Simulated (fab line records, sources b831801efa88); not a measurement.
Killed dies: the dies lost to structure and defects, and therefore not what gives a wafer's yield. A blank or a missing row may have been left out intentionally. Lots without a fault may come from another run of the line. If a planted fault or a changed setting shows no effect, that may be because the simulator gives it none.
Which tool was responsible?	flow gf180mcu	Sampling: 6 lots, 18 wafers, 3 of 602 route steps

== WHAT EACH GAUGE READ, for each wafer ==
GF_M4_OVL_MEAS_15.
lot	measured	on	M4_OVL (nm)
L555	day 24 16:31	overlay-02	1 -7 -3
L560	day 26 07:41	overlay-01	-8 -2 -5
L562	day 27 00:33	overlay-01	-7 -12 -9
L569	day 29 09:07	overlay-01	-8 -8 -11
L572	day 30 03:42	overlay-01	-3 1 0
L574	day 30 15:48	overlay-01	-4 -4 -1

== WHAT TOOL EACH LOT RAN ON (gives the tool, then ch and the chambers of the sampled wafers, and finally the start) ==
lot	GF_V3_SPUTTER_21	GF_M4_SPUTTER_03
L555	pvd-sputter-02, day 23 17:43	pvd-sputter-01, day 23 18:34
L560	pvd-sputter-02, day 25 09:42	pvd-sputter-04, day 25 10:34
L562	pvd-sputter-01, day 26 03:13	pvd-sputter-04, day 26 04:05
L569	pvd-sputter-03, day 28 12:52	pvd-sputter-03, day 28 13:51
L572	pvd-sputter-01, day 29 08:02	pvd-sputter-01, day 29 08:59
L574	pvd-sputter-01, day 29 20:26	pvd-sputter-04, day 29 21:17
- GF_V3_SPUTTER_21: material Ti, target thk 15 nm, time 80.02 s.
- GF_M4_SPUTTER_03: material Ti, target thk 10 nm, time 6.439 s.

== THE ANSWER, worked out from the rows above alone ==
Rule: what is usual is taken from the lots themselves. Put in order of their means at a reading, lots are off if they are a third of the lots or fewer, leave a main group of 4 or more, and stand apart from it by a gap of 3 or more times the standard deviation of the main group's means; of several such gaps the widest counts. If all means in a main group match to the digits the tables above print for the reading, that group is not used. Also off: a lot with no number at a reading for which 4 or more lots have one. The other lots that the step has rows for count as sound.
No lot is off at any reading shown: from this, nothing can be told.

== WHAT HAD BEEN PUT IN BY THE SIMULATOR ==
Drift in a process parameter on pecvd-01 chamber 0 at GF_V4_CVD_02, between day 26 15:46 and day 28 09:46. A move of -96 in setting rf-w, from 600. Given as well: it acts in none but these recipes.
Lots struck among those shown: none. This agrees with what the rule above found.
